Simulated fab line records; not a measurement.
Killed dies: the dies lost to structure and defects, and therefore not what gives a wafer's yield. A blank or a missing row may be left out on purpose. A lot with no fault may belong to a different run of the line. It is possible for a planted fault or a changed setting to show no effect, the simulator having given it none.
fab line records	flow sky130
[record] lots = 12	wafers = 35	last-day = 51
route steps=708 shown VT_ADJUST_HVTR@141 VT_ADJUST_PCH@150 METAL4@626 PAD_OPEN@708
lots that met no fault: taken from a fault-free run of the same line
start-h: the number of hours between the record's first day and the start of the first shown wafer of the lot	wait-h: hours since the lot's step before	" the same as in the row above	L1.1+2: one row covering several wafers at once	- value missing, or start not given	* or withheld: withheld	< > ~ a bound
route shown NAME@n: a module of which the file shows steps, and the number in the route of the first	usual: the fault-free wafers' mean and standard deviation	same: alike in all rows	chamber/n: place in a boat	sites: readings site by site	_std_site: their standard deviation	_edge_site: the outer-site mean with the inner-site mean subtracted	radius-mm: how far each site lies from the wafer's centre	mask NAME#n: copy n	behind: tool/chamber where the wafer was last shaped	hold: why the lot was held/for how many hours/how that ended	device: whichever transistor did not switch (one of n, p or np)	end of line: the same wafers' tests at the end of the route	where a step has no rows: the recipe by itself	killed: not the wafer's yield, but the dies lost to structure and defects at the first sort	map: a wafer's dies, marking killed ones x, the rest . and places with no die _
set.NAME: the run value of the setting; set.NAME@STEP: its run value at that earlier step	model.NAME: the simulator's own value behind a step, which no gauge read
a sample of lots followed through the steps of the route, with each step as a table and each wafer as a row
services: a tool's chamber out of use, with start hour (start-h, from the record's first day; less than 0 if before it), hours out, and reason
[[steps]]
[step SKY_VT_ADJUST_HVTR_STRIP_10]
[recipe] chemistry = O2/N2	power-w = 1400	pressure-mtorr = 1500	platen-temp-c = withheld	o2-flow-sccm = 3000	n2-flow-sccm = 300	overash-fraction = 0.5
[usual] drypump-motor-current-A = 5.6/0.34	oes-product-au = 0.716/0.0045	strip-time-to-endpoint-s = 14.17/0.042
lot.wafer	tool	chamber	start-h	wait-h	drypump-motor-current-A	oes-product-au	rf-hours-counter-h	strip-time-to-endpoint-s
L952.1	plasma-asher-03	0	207.91	0.1	5.7	0.708	40	14.15
L952.4	"	0	"	"	5.7	0.709	-	14.10
L952.5	"	0	"	"	5.7	0.725	-	14.16
L953.1	plasma-asher-01	0	215.24	0.1	5.3	0.719	9	14.17
L953.3	"	0	"	"	5.3	0.715	-	14.17
L953.5	"	0	"	"	5.3	0.720	-	14.16
L954.1	plasma-asher-03	0	226.24	0.1	5.7	0.716	41	14.16
L954.2	"	1	"	"	5.6	0.718	41	14.17
L954.5	"	1	"	"	5.6	0.710	-	14.20
L955.1	plasma-asher-01	1	234.51	0.1	6.2	0.718	11	14.20
L955.3	"	1	"	"	6.2	0.715	-	14.21
L955.5	"	1	"	"	6.2	0.717	-	14.24
L956.1	plasma-asher-03	0	237.71	0.1	5.7	0.718	43	14.20
L956.3	"	0	"	"	5.7	0.715	-	14.23
L956.4	"	1	"	"	5.6	0.718	-	14.15
L957.2	plasma-asher-04	1	245.21	0.1	5.1	0.716	57	14.21
L957.3	"	0	"	"	5.3	0.717	-	14.21
L957.4	"	1	"	"	5.1	0.716	-	14.21
L958.2	plasma-asher-03	1	254.76	0.1	5.6	0.712	44	14.29
L958.3	"	0	"	"	5.7	0.723	-	14.30
L958.6	"	0	"	"	5.7	0.714	-	14.24
L959.2	plasma-asher-03	1	261.79	0.1	5.6	0.717	45	14.16
L959.3	"	0	"	"	5.7	0.711	-	14.20
L959.4	"	1	"	"	5.6	0.719	-	14.14
L960.1	plasma-asher-03	1	267.94	0.1	5.6	0.716	46	14.22
L960.4	"	0	"	"	5.7	0.717	-	14.23
L960.6	"	0	"	"	5.7	0.720	-	14.22
L965.2	plasma-asher-01	1	301.64	0.1	6.2	0.725	17	14.13
L965.3	"	1	"	"	6.2	0.717	-	14.14
L971.1	plasma-asher-01	0	348.94	0.1	5.3	0.712	22	14.16
L971.3	"	0	"	"	5.3	0.714	-	14.21
L971.6	"	1	"	"	6.2	0.711	-	14.18
L974.1	plasma-asher-04	1	393.16	0.1	5.1	0.717	70	14.21
L974.3	"	0	"	"	5.2	0.714	-	14.23
L974.6	"	0	"	"	5.2	0.709	-	14.18
[step SKY_VT_ADJUST_PCH_OVL_MEAS_07]
[usual] VT_ADJUST_PCH_OVL = 0.2/1.8
lot.wafer	tool	chamber	start-h	wait-h	VT_ADJUST_PCH_OVL[nm]
L952.1	overlay-01	-	230.30	-	-0.3
L952.4	"	-	"	"	-0.9
L952.5	"	-	"	"	-2.5
L953.1	overlay-02	-	237.30	-	-0.2
L953.3	"	-	"	"	1.0
L953.5	"	-	"	"	-0.1
L954.1	overlay-02	-	249.95	-	-2.4
L954.2	"	-	"	"	-0.5
L954.5	"	-	"	"	-0.1
L955.1	overlay-01	-	257.75	-	-1.6
L955.3	"	-	"	"	-1.1
L955.5	"	-	"	"	-0.8
L956.1	overlay-01	-	261.54	-	-1.7
L956.3	"	-	"	"	-2.7
L956.4	"	-	"	"	0.2
L957.2	overlay-02	-	268.19	-	-0.7
L957.3	"	-	"	"	-0.8
L957.4	"	-	"	"	-0.6
L958.2	overlay-02	-	278.94	-	-1.1
L958.3	"	-	"	"	-2.1
L958.6	"	-	"	"	-2.3
L959.2	overlay-01	-	286.70	-	2.1
L959.3	"	-	"	"	0.8
L959.4	"	-	"	"	3.2
L960.1	overlay-01	-	292.75	-	-1.2
L960.4	"	-	"	"	1.6
L960.6	"	-	"	"	1.0
L965.2	overlay-01	-	327.54	-	1.5
L965.3	"	-	"	"	1.9
L971.1	overlay-02	-	376.70	-	0.5
L971.3	"	-	"	"	0.4
L971.6	"	-	"	"	-1.5
L974.1	overlay-02	-	422.79	-	-2.0
L974.3	"	-	"	"	-0.5
L974.6	"	-	"	"	-1.4
[step SKY_VT_ADJUST_PCH_TW_MEAS_10]
[usual] VT_ADJUST_PCH_TW = 143.3/1.4
lot.wafer	tool	chamber	start-h	wait-h	VT_ADJUST_PCH_TW
L952.1	film-metro-02	-	230.59	0.1	140.6
L952.4	"	-	"	"	140.7
L952.5	"	-	"	"	141.8
L953.1	film-metro-01	-	237.58	0.1	144.3
L953.3	"	-	"	"	143.9
L953.5	"	-	"	"	144.0
L954.1	film-metro-01	-	250.24	0.1	145.3
L954.2	"	-	"	"	144.2
L954.5	"	-	"	"	145.3
L955.1	film-metro-03	-	258.03	0.1	143.1
L955.3	"	-	"	"	144.0
L955.5	"	-	"	"	143.8
L956.1	film-metro-01	-	261.82	0.1	145.3
L956.3	"	-	"	"	143.9
L956.4	"	-	"	"	144.9
L957.2	film-metro-01	-	268.48	0.1	144.8
L957.3	"	-	"	"	145.0
L957.4	"	-	"	"	144.9
L958.2	film-metro-03	-	279.23	0.1	143.7
L958.3	"	-	"	"	143.7
L958.6	"	-	"	"	143.1
L959.2	film-metro-02	-	286.99	0.1	142.0
L959.3	"	-	"	"	141.8
L959.4	"	-	"	"	141.6
L960.1	film-metro-02	-	293.03	0.1	142.5
L960.4	"	-	"	"	142.3
L960.6	"	-	"	"	142.6
L965.2	film-metro-03	-	327.83	0.1	143.4
L965.3	"	-	"	"	144.1
L971.1	film-metro-01	-	376.99	0.1	144.8
L971.3	"	-	"	"	144.5
L971.6	"	-	"	"	144.7
L974.1	film-metro-01	-	423.07	0.1	142.8
L974.3	"	-	"	"	144.2
L974.6	"	-	"	"	144.2
[step SKY_METAL4_EXPOSE_10]
[recipe] mask-id = MM4	na = 0.68	source-shape = annular	sigma-inner = 0.4	sigma-outer = 0.8	target-cd-nm = 300	dose-mj = 28
lot.wafer	tool	chamber	start-h	wait-h	mask
L952.1+4+5	krf-scanner-01	0	970.16	-	MM4#0
L953.1+3+5	krf-scanner-01	0	975.80	-	MM4#0
L954.1+2+5	krf-scanner-01	0	985.90	-	MM4#0
L955.1+3+5	krf-scanner-02	0	993.76	-	MM4#0
L956.1+3+4	krf-scanner-02	0	1002.85	-	MM4#0
L957.2+3+4	krf-scanner-02	0	1006.37	-	MM4#0
L958.2+3+6	krf-scanner-01	0	1016.10	-	MM4#0
L959.2+3+4	krf-scanner-02	0	1023.94	-	MM4#0
L960.1+4+6	krf-scanner-01	0	1026.11	-	MM4#0
L965.2+3	krf-scanner-02	0	1055.86	-	MM4#0
L971.1+3+6	krf-scanner-01	0	1091.14	-	MM4#0
L974.1+3+6	krf-scanner-02	0	1132.90	-	MM4#0
[step SKY_METAL4_CD_MEAS_13]
[recipe] target-cd-nm = 300
[usual] cd-nm = 299.8/1.4
lot.wafer	tool	chamber	start-h	wait-h	cd-nm
L952.1	cd-sem-02	-	981.25	-	300.4
L952.4	"	-	"	"	299.5
L952.5	"	-	"	"	300.2
L953.1	cd-sem-02	-	987.70	-	299.3
L953.3	"	-	"	"	298.2
L953.5	"	-	"	"	298.9
L954.1	cd-sem-01	-	997.44	-	301.5
L954.2	"	-	"	"	299.9
L954.5	"	-	"	"	299.4
L955.1	cd-sem-02	-	1005.40	-	297.5
L955.3	"	-	"	"	298.9
L955.5	"	-	"	"	297.3
L956.1	cd-sem-01	-	1014.44	-	300.5
L956.3	"	-	"	"	300.4
L956.4	"	-	"	"	300.0
L957.2	cd-sem-02	-	1017.77	-	298.6
L957.3	"	-	"	"	299.0
L957.4	"	-	"	"	298.2
L958.2	cd-sem-02	-	1027.17	-	301.6
L958.3	"	-	"	"	300.7
L958.6	"	-	"	"	300.6
L959.2	cd-sem-02	-	1035.27	-	299.3
L959.3	"	-	"	"	300.8
L959.4	"	-	"	"	300.4
L960.1	cd-sem-01	-	1037.49	-	301.9
L960.4	"	-	"	"	301.2
L960.6	"	-	"	"	300.1
L965.2	cd-sem-01	-	1066.17	-	274.5
L965.3	"	-	"	"	274.4
L971.1	cd-sem-02	-	1101.19	-	299.2
L971.3	"	-	"	"	299.9
L971.6	"	-	"	"	298.9
L974.1	cd-sem-01	-	1141.80	-	301.1
L974.3	"	-	"	"	300.4
L974.6	"	-	"	"	299.9
[step SKY_PAD_OPEN_PROBE_99]
[usual] defect-limited-yield = 82.6/1.8	killed_at_M0_to_M3 = 43/6.5	killed_at_M4_up = 3.1/1.8	killed-at-contacts = 24/5.6	killed-at-front-end = 15/4.2	killed-at-other = 0.3/0.5	killed-dies = 86/8.9	killed-open = 47/6.9	killed-short = 39/5.9	sort_bin_3_pad_short = 0.9/0.39	sort_bin_5_function = 10.4/1.6	sort_bin_6_memory = 6.2/1	sort-n-pass = 406/8.9	sort-yield-pct = 82.6/1.8
[same] gross-dies = 492	killed-at-back-side = 0	sort_bin_4_leakage[%] = 0	sort_bin_8_speed[%] = 0
lot.wafer	tool	chamber	start-h	wait-h	defect-limited-yield[%]	killed_at_M0_to_M3	killed_at_M4_up	killed-at-contacts	killed-at-front-end	killed-at-other	killed-dies	killed-open	killed-short	sort_bin_3_pad_short[%]	sort_bin_5_function[%]	sort_bin_6_memory[%]	sort-n-pass	sort-yield-pct[%]
L965.2	prober-02	-	1151.67	0.1	83.3	42	4	22	14	0	82	52	29	0.4	10.4	5.9	410	83.3
L965.3	prober-02	-	1151.72	0.2	83.3	39	5	28	10	0	82	46	35	1.0	11.0	4.7	410	83.3
// killed by level:class
L965.2 VIA1:geometric-particle:open=12 LI_CONTACT:geometric-particle:open=7 CONTACT:geometric-particle:open=7 VIA3:geometric-particle:open=7 METAL1:geometric-particle:short=5 VIA2:geometric-particle:open=4 POLY_GATE:geometric-particle:open=3 LOCAL_INTERCONNECT:geometric-particle:short=3
L965.3 VIA1:geometric-particle:open=13 CONTACT:geometric-particle:open=8 LI_CONTACT:geometric-particle:open=6 METAL2:geometric-particle:short=6 LI_CONTACT:geometric-particle:short=5 LOCAL_INTERCONNECT:geometric-particle:short=5 VIA2:geometric-particle:open=4 FIELD_ISO:geometric-particle:open=3
[[services]]
tool	chamber	start-h	hours	kind
krf-scanner-01	-	210.50	2.3	repair
krf-scanner-01	-	229.83	1.0	pm
plasma-asher-03	-	296.06	5.4	repair
krf-scanner-01	-	314.16	0.8	pm
krf-scanner-01	-	341.28	1.3	pm
krf-scanner-01	-	362.39	5.8	repair
krf-scanner-01	-	398.83	1.0	pm
krf-scanner-01	-	401.39	1.3	repair
krf-scanner-01	-	421.52	4.4	pm
krf-scanner-01	-	436.08	0.2	repair
krf-scanner-01	-	455.38	6.4	repair
krf-scanner-01	-	482.96	0.8	pm
krf-scanner-01	-	517.09	1.3	pm
krf-scanner-01	-	567.83	1.0	pm
plasma-asher-03	-	571.94	4.1	repair
plasma-asher-03	-	584.82	1.6	repair
plasma-asher-03	-	621.27	2.5	repair
krf-scanner-01	-	630.39	0.1	repair
krf-scanner-01	-	634.57	0.8	repair
krf-scanner-01	-	651.76	0.8	pm
krf-scanner-01	-	668.54	4.0	pm
plasma-asher-03	-	690.31	0.4	repair
krf-scanner-01	-	692.99	1.3	pm
krf-scanner-01	-	736.83	1.0	pm
[[key]]
[first-sign] step = SKY_METAL4_CD_MEAS_13	reading = cd-nm	direction = down	sigmas = 18	usual = 299.8	struck = 274.4
effect none on later readings
met-at SKY_METAL4_EXPOSE_10
struck-lots L965
struck-wafers L965.2,L965.3
not-acting-at SKY_VT_ADJUST_HVTR_STRIP_10,SKY_VT_ADJUST_PCH_OVL_MEAS_07,SKY_VT_ADJUST_PCH_TW_MEAS_10
onset-between 1023.94 1055.86
[fault] kind = process-parameter-drift	tool = krf-scanner-02	chamber = -	onset-h = 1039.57	steps = SKY_METAL4_EXPOSE_10	channel = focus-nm	offset = 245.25	shape = step	end-h = 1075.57	scope = struck-wafers-only
